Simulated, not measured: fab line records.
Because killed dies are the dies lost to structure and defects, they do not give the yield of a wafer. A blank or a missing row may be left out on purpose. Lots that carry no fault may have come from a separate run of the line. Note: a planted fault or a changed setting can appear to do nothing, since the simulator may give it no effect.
Which tool did it? | flow sky130 | 39 wafers from 13 lots sampled at 4 of the route's 708 steps

WHAT THE GAUGES SHOWED, per wafer
SKY_CONTACT_CD_MEAS_14 targets a cd of 170 nm. Usual: cd-nm reads 170.5 nm (standard deviation 1.6).
lot  | measured     | on        | cd-nm (nm)        | flag
L370 | day 31 23:55 | cd-sem-01 | 171.0 171.2 169.0 |
L373 | day 32 10:35 | cd-sem-01 | 169.2 167.2 170.1 |
L375 | day 33 08:40 | cd-sem-01 | 169.8 168.3 169.5 |
L376 | day 33 13:03 | cd-sem-02 | 174.1 173.2 173.9 |
L377 | day 34 00:41 | cd-sem-02 | 171.3 170.2 170.1 |
L378 | day 34 01:33 | cd-sem-02 | 171.4 171.3 172.4 |
L380 | day 35 05:30 | cd-sem-01 | 169.7 170.0 171.1 |
L383 | day 36 01:41 | cd-sem-01 | 169.0 170.2 168.8 |
L384 | day 36 11:49 | cd-sem-01 | 170.0 169.6 168.9 |
L386 | day 36 22:27 | cd-sem-01 | 173.4 173.1 175.9 |
L387 | day 37 02:35 | cd-sem-01 | 172.0 171.5 172.4 |
L392 | day 38 10:24 | cd-sem-01 | 170.8 169.1 168.8 |
L393 | day 38 16:58 | cd-sem-01 | 166.8 168.3 166.3 |

EACH LOT AND THE TOOL THAT RAN IT (in order: tool; ch and the chambers of the sampled wafers; start)
lot  | SKY_LDD_HVP_STRIP_09                 | SKY_LI_CONTACT_PRE_CLEAN_18  | SKY_LI_CONTACT_SPUTTER_20
L370 | plasma-asher-03 ch 0,1, day 22 01:29 | pvd-sputter-04, day 29 14:09 | pvd-sputter-04, day 29 14:14
L373 | plasma-asher-04 ch 0,1, day 22 15:50 | pvd-sputter-01, day 30 02:27 | pvd-sputter-01, day 30 02:32
L375 | plasma-asher-03 ch 0,1, day 23 14:35 | pvd-sputter-01, day 31 00:36 | pvd-sputter-01, day 31 00:41
L376 | plasma-asher-03 ch 0, day 23 20:34   | pvd-sputter-02, day 31 04:43 | pvd-sputter-02, day 31 04:49
L377 | plasma-asher-03 ch 0,1, day 24 07:43 | pvd-sputter-02, day 31 16:50 | pvd-sputter-02, day 31 16:55
L378 | plasma-asher-01 ch 0,1, day 24 08:42 | pvd-sputter-04, day 31 17:12 | pvd-sputter-04, day 31 17:18
L380 | plasma-asher-01 ch 0,1, day 25 17:51 | pvd-sputter-04, day 32 22:28 | pvd-sputter-04, day 32 22:34
L383 | plasma-asher-01 ch 0, day 26 16:19   | pvd-sputter-02, day 33 19:05 | pvd-sputter-02, day 33 19:10
L384 | plasma-asher-04 ch 1, day 27 04:35   | pvd-sputter-02, day 34 05:46 | pvd-sputter-02, day 34 05:52
L386 | plasma-asher-01 ch 0,1, day 27 15:25 | pvd-sputter-01, day 34 15:41 | pvd-sputter-01, day 34 15:47
L387 | plasma-asher-01 ch 0,1, day 27 16:37 | pvd-sputter-01, day 34 19:34 | pvd-sputter-01, day 34 19:40
L392 | plasma-asher-03 ch 0,1, day 29 04:12 | pvd-sputter-02, day 36 03:13 | pvd-sputter-02, day 36 03:19
L393 | plasma-asher-01 ch 0,1, day 29 12:31 | pvd-sputter-02, day 36 10:25 | pvd-sputter-02, day 36 10:31
- SKY_LDD_HVP_STRIP_09: strips in O2/N2.
- SKY_LI_CONTACT_PRE_CLEAN_18: time 5.6 s.
- SKY_LI_CONTACT_SPUTTER_20: material TiN, target thk 20 nm, time 80 s.

WHAT THE TOOLS THEMSELVES READ (means of the sampled wafers that have a number; where no wafer has one, the mark that the record gives instead)
SKY_LDD_HVP_STRIP_09. Usual: drypump-motor-current-A 5.47 A, standard deviation 0.24; oes-product-au 0.408 a.u., standard deviation 0.0043; strip-time-to-endpoint-s 4.135 s, standard deviation 0.015.
lot  | tool            | drypump-motor-current-A (A) | oes-product-au (a.u.) | strip-time-to-endpoint-s (s) | flag
L370 | plasma-asher-03 | 5.28                        | 0.409                 | 4.151                        |
L373 | plasma-asher-04 | 5.81                        | 0.406                 | 4.104                        |
L375 | plasma-asher-03 | 5.27                        | 0.406                 | 4.137                        |
L376 | plasma-asher-03 | 5.38                        | 0.407                 | 4.138                        |
L377 | plasma-asher-03 | 5.26                        | 0.408                 | 4.119                        |
L378 | plasma-asher-01 | 5.52                        | 0.403                 | 4.125                        |
L380 | plasma-asher-01 | 5.50                        | 0.406                 | 4.123                        |
L383 | plasma-asher-01 | 5.33                        | 0.407                 | 4.133                        |
L384 | plasma-asher-04 | 5.85                        | 0.410                 | 4.134                        |
L386 | plasma-asher-01 | 5.49                        | 0.406                 | 4.134                        |
L387 | plasma-asher-01 | 5.49                        | 0.408                 | 4.150                        |
L392 | plasma-asher-03 | 5.29                        | 0.410                 | 4.134                        |
L393 | plasma-asher-01 | 5.67                        | 0.407                 | 4.144                        |

SKY_LI_CONTACT_PRE_CLEAN_18. Usual: bias-v reads 358 V (standard deviation 3.7).
lot  | tool           | bias-v (V) | flag
L370 | pvd-sputter-04 | 359        |
L373 | pvd-sputter-01 | 362        |
L375 | pvd-sputter-01 | 361        |
L376 | pvd-sputter-02 | 360        |
L377 | pvd-sputter-02 | 356        |
L378 | pvd-sputter-04 | 362        |
L380 | pvd-sputter-04 | 360        |
L383 | pvd-sputter-02 | -          | OFF
L384 | pvd-sputter-02 | -          | OFF
L386 | pvd-sputter-01 | 363        |
L387 | pvd-sputter-01 | 355        |
L392 | pvd-sputter-02 | 355        |
L393 | pvd-sputter-02 | 359        |

SKY_LI_CONTACT_SPUTTER_20. Usual: chamber-pressure-pa 5.000 Pa, standard deviation 0.01; throttle-valve-pct 29.6 %, standard deviation 0.94.
lot  | tool           | chamber-pressure-pa (Pa) | throttle-valve-pct (%) | flag
L370 | pvd-sputter-04 | 5.011                    | 29.8                   |
L373 | pvd-sputter-01 | 5.002                    | 30.4                   |
L375 | pvd-sputter-01 | 5.001                    | 30.3                   |
L376 | pvd-sputter-02 | 5.000                    | 28.5                   |
L377 | pvd-sputter-02 | 4.995                    | 28.6                   |
L378 | pvd-sputter-04 | 4.998                    | 29.7                   |
L380 | pvd-sputter-04 | 5.002                    | 29.3                   |
L383 | pvd-sputter-02 | 4.991                    | 28.5                   |
L384 | pvd-sputter-02 | 5.002                    | 28.8                   |
L386 | pvd-sputter-01 | 5.009                    | 30.5                   |
L387 | pvd-sputter-01 | 5.002                    | 30.5                   |
L392 | pvd-sputter-02 | 4.998                    | 28.4                   |
L393 | pvd-sputter-02 | 4.997                    | 28.7                   |

THE ANSWER, worked out from the rows above alone
Rule: a lot is off if the mean of its wafers that have a number lies more than 3 standard deviations from the usual mean. A lot without any number at a reading at which 4 lots or more have one is off too. Any other lot the step has rows for is counted as sound. After the gauges, taken in route order, come the tools' own readings; for these a lot's mean is taken, as printed above. At the first step where some lot is off, the reading lying furthest off is the one used; lots without a number count as furthest.
Off: L383, L384 (SKY_LI_CONTACT_PRE_CLEAN_18, bias-v). Without a number there: L383, L384.
If a tool, at that step or one of the process steps before it, ran each lot that is off and ran no sound lot following the first of them, it fits. Not one of the candidates tried fits.

WHAT WAS PUT IN BY THE SIMULATOR
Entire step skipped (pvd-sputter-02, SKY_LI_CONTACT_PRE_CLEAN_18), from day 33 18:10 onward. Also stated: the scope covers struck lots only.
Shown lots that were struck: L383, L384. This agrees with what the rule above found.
